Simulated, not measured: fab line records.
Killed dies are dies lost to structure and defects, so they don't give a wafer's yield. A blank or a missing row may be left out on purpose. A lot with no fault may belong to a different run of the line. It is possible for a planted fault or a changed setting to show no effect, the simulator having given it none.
The tool behind it: which one?    flow sky130    30 wafers from 10 lots sampled at 3 of the route's 708 steps

WHAT THE GAUGES READ, wafer by wafer
SKY_SPACER_THK_MEAS_01.
lot   measured      on            SPACER_CVD_00_THK (nm)
L108  day 23 03:41  filmMetro-04  43.2 43.5 43.1
L110  day 23 21:46  filmMetro-03  42.5 42.6 42.9
L113  day 24 22:39  filmMetro-01  43.1 42.9 43.1
L114  day 25 17:49  filmMetro-04  42.8 43.1 43.0
L115  day 25 21:25  filmMetro-04  43.0 42.6 42.4
L116  day 26 17:14  filmMetro-03  43.0 42.8 42.6
L123  day 29 08:29  filmMetro-03  43.7 44.0 43.9
L124  day 29 12:29  filmMetro-04  47.3 46.9 47.1 47.2 47.0 47.2
L125  day 29 13:59  filmMetro-03  47.6 48.3 47.7 47.7 48.3 47.7
L126  day 29 22:38  filmMetro-04  47.3 47.2 47.4 47.3 47.1 47.5

WHAT TOOL EACH LOT RAN ON (gives the tool, then ch and the chambers of the sampled wafers, and finally the start)
lot   SKY_GATE_OXIDE_STRIP_13              SKY_SPACER_CVD_00
L108  plasmaAsher-04 ch 0,1, day 13 21:31  lpcvd-02 ch 1, day 23 01:52
L110  plasmaAsher-02 ch 0,1, day 14 15:02  lpcvd-02 ch 1, day 23 20:33
L113  plasmaAsher-01 ch 0,1, day 15 17:29  lpcvd-02 ch 1, day 24 21:26
L114  plasmaAsher-01 ch 0,1, day 16 08:02  lpcvd-02 ch 1, day 25 16:35
L115  plasmaAsher-02 ch 0,1, day 16 14:11  lpcvd-02 ch 1, day 25 20:13
L116  plasmaAsher-02 ch 0,1, day 17 08:59  lpcvd-02 ch 0, day 26 15:26
L123  plasmaAsher-04 ch 0,1, day 20 03:56  lpcvd-02 ch 0, day 29 07:17
L124  plasmaAsher-01 ch 0,1, day 20 10:14  lpcvd-02 ch 0, day 29 11:17
L125  plasmaAsher-01 ch 0,1, day 20 12:29  lpcvd-02 ch 1, day 29 12:47
L126  plasmaAsher-01 ch 0,1, day 20 19:59  lpcvd-02 ch 0, day 29 21:26
- SKY_GATE_OXIDE_STRIP_13: strips in O2/N2.
- SKY_SPACER_CVD_00: deposits Si3N4 from DCS/NH3, target thk 43.1 nm, time 740 s.

THE ANSWER, worked out from the rows above alone
Rule: usual is defined by the lots themselves. Put in order of their means at a reading, lots are off if they are a third of the lots or fewer, leave a main group of 4 or more, and stand apart from it by a gap of 3 or more times the standard deviation of the main group's means; of several such gaps the widest counts. Not used: any main group whose means are identical at the precision the tables above print for the reading. Also off: a lot with no number at a reading for which 4 or more lots have one. All remaining lots with rows at the step are treated as sound.
Off: L124, L125, L126, seen at SKY_SPACER_THK_MEAS_01 (SPACER_CVD_00_THK). Mean 43.0 nm and standard deviation 0.39 in the main group.
A tool fits if, at a process step before that reading, it ran every lot that is off, and no sound lot after the first of them. Gauges at SKY_SPACER_THK_MEAS_01: tried the same way as those tools. Undecided on this evidence; 2 tools fit (plasmaAsher-01 at SKY_GATE_OXIDE_STRIP_13, lpcvd-02 at SKY_SPACER_CVD_00).

WHAT WAS PUT IN BY THE SIMULATOR
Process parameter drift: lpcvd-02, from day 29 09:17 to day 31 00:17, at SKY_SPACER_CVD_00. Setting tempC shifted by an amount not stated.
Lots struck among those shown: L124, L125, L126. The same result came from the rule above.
